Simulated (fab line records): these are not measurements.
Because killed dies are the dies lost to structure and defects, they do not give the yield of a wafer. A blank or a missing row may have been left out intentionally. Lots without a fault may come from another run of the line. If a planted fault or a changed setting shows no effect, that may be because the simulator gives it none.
fab line records    flow sfq_line
record lots=6  wafers=18  last_day=81
route steps=325 shown I5@231 C5@240
lots that met no fault: taken from a fault-free run of the same line
start_h: hours from the record's first day to the start of the lot's first wafer shown    wait_h: how many hours have passed since the lot's step before this one    " unchanged from the row above    L1.1+2: several wafers, shown together as one row    - no value, or no start was given    * or withheld: withheld    < > ~ a bound
route shown NAME@n: names a module that has steps shown in the file, with the first one's number in the route    usual: mean/standard deviation taken from wafers without a fault    same: alike in all rows    chamber/n: place in a boat    sites: the reading at each site    _std_site: their standard deviation    _edge_site: outer sites' mean less inner sites'    radius_mm: for every site, how far away it sits from the centre of the wafer    mask NAME#n: copy n    behind: the last tool/chamber to shape the wafer    hold: cause of the lot's hold/its duration in hours/its outcome    device: whichever transistor did not switch (one of n, p or np)    end of line: the same wafers' tests at the end of the route    a step with no rows: only its recipe    killed: dies lost to structure and defects at the first sort, not the wafer's yield    map: the dies of a wafer, with x for killed, . for not killed, _ for no die there
set.NAME: the setting as run; set.NAME@STEP: as run at that earlier step    model.NAME: the simulator's own value behind a step, which no gauge read
lots at selected steps of the route; one table per step, one row per wafer
services: when a tool's chamber went out of use (start_h, in hours from the record's first day, below 0 if earlier), for how many hours, and the reason
## steps
# step SFQ_TRILAYER_I5_LITHO_SOFTBAKE_148
# recipe temp_c=withheld  time_s=withheld  resist=KrF
# step SFQ_TRILAYER_I5_LITHO_EXPOSE_145
# recipe mask_id=I5  na=0.6  source_shape=conventional  sigma_outer=0.65  target_cd_nm=700  dose_mj=21.3
# step SFQ_TRILAYER_I5_LITHO_PEB_147
# recipe peb_temp_c=115  peb_time_s=60  resist=KrF
# step SFQ_TRILAYER_I5_LITHO_DEVELOP_146
# recipe time_s=60  resist=KrF
# step SFQ_I5_OVL_MEAS_936
# usual I5_OVL=1/5.7
lot.wafer  tool        chamber  start_h  wait_h  I5_OVL[nm]
L873.1     overlay-01  -        1385.97  0.1     5
L873.3     "           -        "        "       10
L873.4     "           -        "        "       3
L874.2     overlay-01  -        1388.38  0.1     5
L874.3     "           -        "        "       -2
L874.6     "           -        "        "       1
L875.4     overlay-01  -        1391.99  0.1     8
L875.5     "           -        "        "       -1
L875.6     "           -        "        "       -1
L877.2     overlay-01  -        1415.64  0.1     -1
L877.4     "           -        "        "       -10
L877.6     "           -        "        "       -14
L888.1     overlay-02  -        1664.55  0.1     4
L888.3     "           -        "        "       0
L888.4     "           -        "        "       6
L889.1     overlay-02  -        1672.95  0.1     12
L889.4     "           -        "        "       6
L889.6     "           -        "        "       12
# step SFQ_TRILAYER_I5_BARC_OPEN_VIA_ETCH_200
# recipe mask_material=PR  chemistry=O2  target_depth_nm=125  target=BARC  source_w=500  bias_w=80  pressure_mtorr=30  time_s=41.7
# usual drypump_motor_current_A=5.7/0.34  oes_product_au=0.685/0.0043  rf_fwd_power_W=493.2/2.3
lot.wafer  tool         chamber  start_h  wait_h  drypump_motor_current_A  oes_product_au  rf_fwd_power_W  rf_hours_counter_h
L873.1     rie_diel-02  0        1386.01  0.0     6.4                      0.680           495.5           9
L873.3     "            3        "        "       5.3                      0.688           494.2           6
L873.4     "            1        "        "       5.1                      0.689           493.4           15
L874.2     rie_diel-01  1        1388.41  0.0     5.8                      0.695           495.2           2
L874.3     "            3        "        "       5.1                      0.684           492.9           14
L874.6     "            2        "        "       5.7                      0.682           495.1           -
L875.4     rie_diel-01  0        1392.01  0.0     5.8                      0.679           489.1           4
L875.5     "            0        "        "       5.8                      0.682           489.1           -
L875.6     "            3        "        "       5.1                      0.681           494.9           -
L877.2     rie_diel-02  0        1415.67  0.0     6.4                      0.686           497.7           9
L877.4     "            0        "        "       6.3                      0.679           496.0           -
L877.6     "            2        "        "       5.6                      0.686           489.9           -
L888.1     rie_diel-01  1        1664.58  0.0     5.8                      0.686           496.3           6
L888.3     "            0        "        "       5.8                      0.683           491.1           8
L888.4     "            3        "        "       5.1                      0.686           494.3           17
L889.1     rie_diel-01  2        1672.98  0.0     5.7                      0.684           494.9           13
L889.4     "            1        "        "       5.8                      0.683           495.9           6
L889.6     "            3        "        "       5.1                      0.691           493.1           -
# step SFQ_TRILAYER_I5_ETCH_VIA_ETCH_147
# recipe stop_on=Nb  mask_material=PR  chemistry=CHF3  target_depth_nm=360  source_w=500  bias_w=80  pressure_mtorr=30  time_s=withheld
# usual drypump_motor_current_A=5.7/0.34  oes_product_au=0.989/0.0058  rf_fwd_power_W=498.1/1.5
lot.wafer  tool         chamber  start_h  wait_h  drypump_motor_current_A  oes_product_au  rf_fwd_power_W
L873.1     rie_diel-02  0        1386.05  0.0     6.3                      0.982           499.5
L873.3     "            3        "        "       5.3                      0.984           497.9
L873.4     "            1        "        "       5.1                      0.993           498.5
L874.2     rie_diel-01  1        1388.45  0.0     5.8                      0.978           498.7
L874.3     "            3        "        "       5.2                      0.984           497.4
L874.6     "            2        "        "       5.6                      0.987           496.2
L875.4     rie_diel-01  0        1392.05  0.0     5.8                      0.984           497.4
L875.5     "            0        "        "       5.9                      0.985           495.6
L875.6     "            3        "        "       5.2                      0.986           499.7
L877.2     rie_diel-02  0        1415.71  0.0     6.3                      0.984           496.5
L877.4     "            0        "        "       6.3                      0.989           496.2
L877.6     "            2        "        "       5.6                      0.986           499.8
L888.1     rie_diel-01  1        1664.62  0.0     5.8                      0.995           498.0
L888.3     "            0        "        "       5.8                      0.987           497.0
L888.4     "            3        "        "       5.1                      0.998           499.0
L889.1     rie_diel-01  2        1673.02  0.0     5.7                      0.981           498.0
L889.4     "            1        "        "       5.8                      0.991           498.8
L889.6     "            3        "        "       5.2                      0.988           499.8
# step SFQ_TRILAYER_I5_STRIP_STRIP_148
# recipe gas=O2  power_w=200  platen_temp_c=40  overash_fraction=0.65  chemistry=O2  pressure_mtorr=50
# usual drypump_motor_current_A=5.8/0.55  oes_product_au=0.998/0.0081
lot.wafer  tool          chamber  start_h  wait_h  drypump_motor_current_A  oes_product_au  rf_hours_counter_h
L873.1     rie_metal-03  0        1386.20  -       6.0                      1.008           38
L873.3     "             1        "        "       5.0                      0.994           -
L873.4     "             0        "        "       6.0                      0.994           -
L874.2     rie_metal-04  0        1388.60  -       6.2                      1.001           20
L874.3     "             1        "        "       5.3                      1.017           -
L874.6     "             0        "        "       6.2                      1.004           -
L875.4     rie_metal-04  0        1392.40  -       6.2                      1.003           -
L875.5     "             1        "        "       5.3                      1.013           -
L875.6     "             0        "        "       6.2                      0.996           -
L877.2     rie_metal-03  0        1415.86  -       5.9                      1.002           43
L877.4     "             0        "        "       5.9                      1.004           -
L877.6     "             1        "        "       5.0                      0.991           -
L888.1     rie_metal-03  0        1664.77  -       5.9                      0.998           81
L888.3     "             0        "        "       5.9                      0.996           -
L888.4     "             1        "        "       5.0                      1.000           -
L889.1     rie_metal-03  0        1673.17  -       5.9                      0.999           83
L889.4     "             0        "        "       6.0                      1.000           -
L889.6     "             1        "        "       5.0                      1.007           -
# step SFQ_TRILAYER_I5_STRIP_SOLV_CLEAN_149
# recipe chemistry=NMP  temp_c=70  time_s=600
# step SFQ_TRILAYER_C5_LITHO_COAT_156
# recipe resist=BARC  spin_rpm=3000  resist_thk_nm=62
# step SFQ_TRILAYER_C5_LITHO_COAT_151
# recipe resist=KrF  spin_rpm=3000  resist_thk_nm=650
# step SFQ_TRILAYER_C5_LITHO_SOFTBAKE_155
# recipe temp_c=withheld  time_s=withheld  resist=KrF
# step SFQ_TRILAYER_C5_LITHO_EXPOSE_152
# recipe mask_id=C5  na=0.6  source_shape=conventional  sigma_outer=0.65  target_cd_nm=500  dose_mj=21.3
lot.wafer   tool            chamber  start_h  wait_h  mask
L873.1+3+4  krf_scanner-02  0        1389.27  -       C5#0
L874.2+3+6  krf_scanner-02  0        1391.87  -       C5#0
L875.4+5+6  krf_scanner-02  0        1394.67  -       C5#0
L877.2+4+6  krf_scanner-02  0        1417.59  -       C5#0
L888.1+3+4  krf_scanner-02  0        1684.45  -       C5#0
L889.1+4+6  krf_scanner-02  0        1691.65  -       C5#0
# step SFQ_TRILAYER_C5_LITHO_PEB_154
# recipe peb_temp_c=115  peb_time_s=60  resist=KrF
# step SFQ_TRILAYER_C5_LITHO_DEVELOP_153
# recipe time_s=60  resist=KrF
# step SFQ_C5_OVL_MEAS_937
# usual C5_OVL=-2/5.1
lot.wafer  tool        chamber  start_h  wait_h  C5_OVL[nm]
L873.1     overlay-01  -        1390.77  0.1     -6
L873.3     "           -        "        "       -4
L873.4     "           -        "        "       -11
L874.2     overlay-01  -        1393.18  0.1     -6
L874.3     "           -        "        "       0
L874.6     "           -        "        "       1
L875.4     overlay-01  -        1395.59  0.1     -2
L875.5     "           -        "        "       -5
L875.6     "           -        "        "       0
L877.2     overlay-01  -        1418.89  0.1     -10
L877.4     "           -        "        "       -1
L877.6     "           -        "        "       -2
L888.1     overlay-01  -        1685.96  0.1     -2
L888.3     "           -        "        "       1
L888.4     "           -        "        "       -5
L889.1     overlay-02  -        1693.15  0.1     2
L889.4     "           -        "        "       2
L889.6     "           -        "        "       -4
# step SFQ_TRILAYER_C5_BARC_OPEN_VIA_ETCH_210
# recipe mask_material=PR  chemistry=O2  target_depth_nm=125  target=BARC  source_w=500  bias_w=80  pressure_mtorr=30  time_s=41.7
# usual drypump_motor_current_A=5.6/0.41  oes_product_au=0.686/0.004  rf_fwd_power_W=493.7/2
lot.wafer  tool         chamber  start_h  wait_h  drypump_motor_current_A  oes_product_au  rf_fwd_power_W  rf_hours_counter_h  model.C5.cd_nm
L873.1     rie_diel-03  0        1390.81  0.0     6.3                      0.686           491.4           9                   498.9
L873.3     "            1        "        "       5.6                      0.687           494.9           10                  500.2
L873.4     "            2        "        "       5.4                      0.685           493.7           10                  499.3
L874.2     rie_diel-04  1        1393.21  0.0     4.8                      0.679           497.6           19                  503.3
L874.3     "            0        "        "       6.1                      0.688           492.4           6                   502.7
L874.6     "            0        "        "       6.1                      0.684           492.0           -                   502.4
L875.4     rie_diel-01  3        1395.61  0.0     5.2                      0.686           495.3           14                  509.7
L875.5     "            3        "        "       5.2                      0.680           495.0           -                   499.8
L875.6     "            0        "        "       5.8                      0.687           492.5           -                   509
L877.2     rie_diel-01  0        1418.92  0.0     5.8                      0.687           489.1           4                   498.6
L877.4     "            2        "        "       5.6                      0.678           492.3           9                   508.5
L877.6     "            2        "        "       5.7                      0.693           492.8           -                   507.9
L888.1     rie_diel-01  3        1685.99  0.0     5.1                      0.679           493.2           18                  501.5
L888.3     "            0        "        "       5.9                      0.685           489.6           8                   502
L888.4     "            1        "        "       5.8                      0.681           497.6           6                   502.3
L889.1     rie_diel-04  1        1693.18  0.0     4.8                      0.688           495.5           3                   502
L889.4     "            1        "        "       4.8                      0.681           496.1           -                   500.8
L889.6     "            1        "        "       4.8                      0.685           495.0           -                   502.1
# step SFQ_TRILAYER_C5_ETCH_VIA_ETCH_154
# recipe target=SiO2  mask_material=PR  chemistry=CHF3  target_depth_nm=84  source_w=500  bias_w=80  pressure_mtorr=30  time_s=withheld  stop_on=Nb
# usual drypump_motor_current_A=5.6/0.41  oes_product_au=0.896/0.0084  rf_fwd_power_W=494.7/1.9
lot.wafer  tool         chamber  start_h  wait_h  drypump_motor_current_A  oes_product_au  rf_fwd_power_W  model.C5.cd_nm
L873.1     rie_diel-03  0        1390.85  0.0     6.3                      0.892           494.4           498
L873.3     "            1        "        "       5.6                      0.904           495.3           499.7
L873.4     "            2        "        "       5.4                      0.901           493.3           499.3
L874.2     rie_diel-04  1        1393.25  0.0     4.9                      0.898           497.3           502.9
L874.3     "            0        "        "       6.1                      0.893           494.0           503
L874.6     "            0        "        "       6.1                      0.896           493.6           502.7
L875.4     rie_diel-01  3        1395.65  0.0     5.1                      0.902           495.5           509.7
L875.5     "            3        "        "       5.1                      0.905           496.5           499.7
L875.6     "            0        "        "       5.9                      0.900           492.1           509.1
L877.2     rie_diel-01  0        1418.96  0.0     5.9                      0.872           491.2           499.2
L877.4     "            2        "        "       5.6                      0.891           495.1           509.3
L877.6     "            2        "        "       5.7                      0.897           497.4           508.1
L888.1     rie_diel-01  3        1686.03  0.0     5.1                      0.895           497.6           501.2
L888.3     "            0        "        "       5.8                      0.898           493.6           502.5
L888.4     "            1        "        "       5.8                      0.893           497.0           501.9
L889.1     rie_diel-04  1        1693.24  0.0     4.9                      0.892           498.3           502.1
L889.4     "            1        "        "       4.8                      0.893           496.9           500.8
L889.6     "            1        "        "       4.8                      0.893           494.5           502.2
# step SFQ_TRILAYER_C5_STRIP_STRIP_155
# recipe gas=O2  power_w=200  platen_temp_c=40  overash_fraction=0.65  chemistry=O2  pressure_mtorr=50
# usual drypump_motor_current_A=5.9/0.53  oes_product_au=0.994/0.0071
lot.wafer  tool          chamber  start_h  wait_h  drypump_motor_current_A  oes_product_au  rf_hours_counter_h
L873.1     rie_metal-03  0        1390.89  -       6.0                      0.996           40
L873.3     "             1        "        "       5.0                      0.990           -
L873.4     "             0        "        "       5.9                      1.005           -
L874.2     rie_metal-03  1        1393.29  -       5.0                      0.992           117
L874.3     "             1        "        "       5.0                      0.990           -
L874.6     "             0        "        "       6.0                      1.007           -
L875.4     rie_metal-02  1        1396.29  -       5.9                      0.988           -
L875.5     "             1        "        "       6.0                      0.989           -
L875.6     "             1        "        "       6.0                      0.984           -
L877.2     rie_metal-02  1        1419.01  -       5.9                      0.988           35
L877.4     "             0        "        "       6.6                      0.995           -
L877.6     "             0        "        "       6.6                      0.982           -
L888.1     rie_metal-03  0        1686.08  -       5.9                      1.013           84
L888.3     "             1        "        "       5.0                      0.998           -
L888.4     "             0        "        "       6.0                      0.995           -
L889.1     rie_metal-03  1        1693.31  -       5.0                      0.997           21
L889.4     "             0        "        "       5.9                      0.997           -
L889.6     "             1        "        "       5.0                      1.001           -
## services
tool            chamber  start_h  hours  kind
rie_diel-01     -        1404.55  4.3    pm
rie_diel-02     1        1407.62  9.5    repair
rie_diel-04     1        1412.21  6.3    repair
rie_diel-04     2        1424.32  15.3   repair
krf_scanner-02  -        1431.15  1.3    pm
rie_diel-04     -        1431.61  0.4    repair
krf_scanner-02  -        1455.35  0.8    pm
rie_diel-01     -        1465.71  0.2    repair
krf_scanner-02  -        1489.95  3.6    pm
krf_scanner-02  -        1514.41  1.0    pm
rie_diel-04     1        1520.40  4.3    repair
rie_diel-04     3        1541.19  6.3    repair
rie_diel-04     1        1582.31  9.0    repair
krf_scanner-02  -        1583.60  21.0   pm
rie_diel-01     1        1598.37  5.5    repair
krf_scanner-02  -        1607.00  1.3    pm
rie_diel-02     -        1637.06  2.8    pm
rie_diel-01     2        1650.10  6.1    repair
rie_diel-02     3        1659.84  3.4    repair
krf_scanner-02  -        1668.07  0.2    repair
rie_diel-04     3        1673.78  20.3   repair
rie_diel-01     3        1679.86  4.3    repair
krf_scanner-02  -        1683.45  1.0    pm
rie_diel-01     -        1693.17  0.8    repair
## key
first_sign none at tools or gauges
model_effect step=SFQ_TRILAYER_C5_BARC_OPEN_VIA_ETCH_210  value=C5.cd_nm  without=499  struck=508.8
model_effect step=SFQ_TRILAYER_C5_ETCH_VIA_ETCH_154  value=C5.cd_nm  without=499.3  struck=509
met_at SFQ_TRILAYER_C5_LITHO_EXPOSE_152
struck_wafers L875.4,L875.6,L877.4,L877.6
fault kind=process_parameter_drift  tool=krf_scanner-02  chamber=-  onset_h=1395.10  steps=SFQ_TRILAYER_C5_LITHO_EXPOSE_152  channel=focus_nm  offset=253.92  shape=step  end_h=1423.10  scope=struck_wafers_only
